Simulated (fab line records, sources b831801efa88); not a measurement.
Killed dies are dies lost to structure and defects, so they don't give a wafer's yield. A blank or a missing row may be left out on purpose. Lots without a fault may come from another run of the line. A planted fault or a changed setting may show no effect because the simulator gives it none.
A struck lot beside a sound one | flow sky130 | 14 steps out of a route of 708
Sound: wafers L174.1, L174.5, L174.6. Struck: wafers L185.1, L185.4, L185.5. The cause comes at the end.
At each step with rows: each side's tool, then ch and its chambers, then its first start. Under that, the readings that differ: sound wafers | struck wafers | difference of the means | sigmas: that difference in standard deviations of wafers without a fault.
alike: readings whose means differ by less than 2 such deviations, and words and numbers that are the same on both sides. not compared: withheld readings, readings that some wafer has no value for, bounds like >300 that may hide the same value, and numbers for which the record gives no deviation and whose values overlap.
The two part at a step that has a row with sigmas, a row that says differs or no value, or rows on one side only. Numbers that don't overlap but have no deviation are shown without sigmas and don't part them. A reading that every wafer of one side lacks parts them only if that side has two wafers or more.

SKY_VIA3_CMP_02: polishes SiO2.
  sound on cmp-01 ch 1,2,3, day 40 05:20; struck on cmp-01 ch 0,2,3, day 42 23:29
  alike: motor_current_A, platen_rpm
SKY_VIA3_BOW_MEAS_03:
  sound on film_metro-02, day 40 05:32; struck on film_metro-02, day 42 23:41
  alike: VIA3_BOW
then, 8 steps without rows for these wafers: SKY_VIA3_DEHYDRATE_04 (time 60 s); SKY_VIA3_HMDS_05 (prime time 60 s); SKY_VIA3_COAT_06 (resist thk 60 nm); SKY_VIA3_COAT_07 (resist thk 450 nm); SKY_VIA3_SOFTBAKE_08 (time 90 s); SKY_VIA3_EXPOSE_09 (exposes mask VIM3, target cd 200 nm); SKY_VIA3_PEB_10; SKY_VIA3_DEVELOP_11 (develop time 60 s).
SKY_VIA3_CD_MEAS_12: target cd 200 nm.
  sound on cd_sem-01, day 41 05:55; struck on cd_sem-01, day 43 22:57
  alike: cd_nm
SKY_VIA3_OVL_MEAS_13:
  sound on overlay-01, day 41 06:02; struck on overlay-01, day 43 23:04
  alike: VIA3_OVL
SKY_VIA3_ETCH_14: etches BARC in N2/H2, stops on SiO2, time 45.9 s, target depth 60 nm.
  sound on rie_diel-01 ch 1,2,3, day 41 06:04; struck on rie_diel-01 ch 0,2,3, day 43 23:06
  reading                                     | sound             | struck            | difference | sigmas
  oes_product_au (a.u.)                       | 0.857 0.855 0.859 | 0.934 0.932 0.931 | +0.075     | +19
  run_length_s (s)                            | 74.9 73.7 73.9    | 69.3 70.4 70.1    | -4.2       | -10
  model.KrF-thick_of_VIA3_COAT_07.thk_nm (nm) | 390.3 389.2 390.4 | 399.3 398.2 398.1 | +8.6       |
  alike: chamber_pressure_mTorr, drypump_motor_current_A, throttle_valve_pct
  not compared: rf_hours_counter_h
SKY_VIA3_ETCH_15: etches SiO2 in C4F8/O2/Ar, stops on TiN, target depth 507 nm, time 78 s.
  sound on rie_diel-01 ch 1,2,3, day 41 06:07; struck on rie_diel-01 ch 0,2,3, day 43 23:08
  alike: chamber_pressure_mTorr, oes_product_au, run_length_s
  not compared: rf_hours_counter_h

WHERE THEY PART
Only at SKY_VIA3_ETCH_14, within this record. Later steps at which nothing parts them and some readings are alike: SKY_VIA3_ETCH_15.

WHY: what the simulator had put in
Process parameter drift: rie_diel-01, from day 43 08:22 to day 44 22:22, at SKY_VIA3_ETCH_14. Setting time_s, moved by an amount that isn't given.
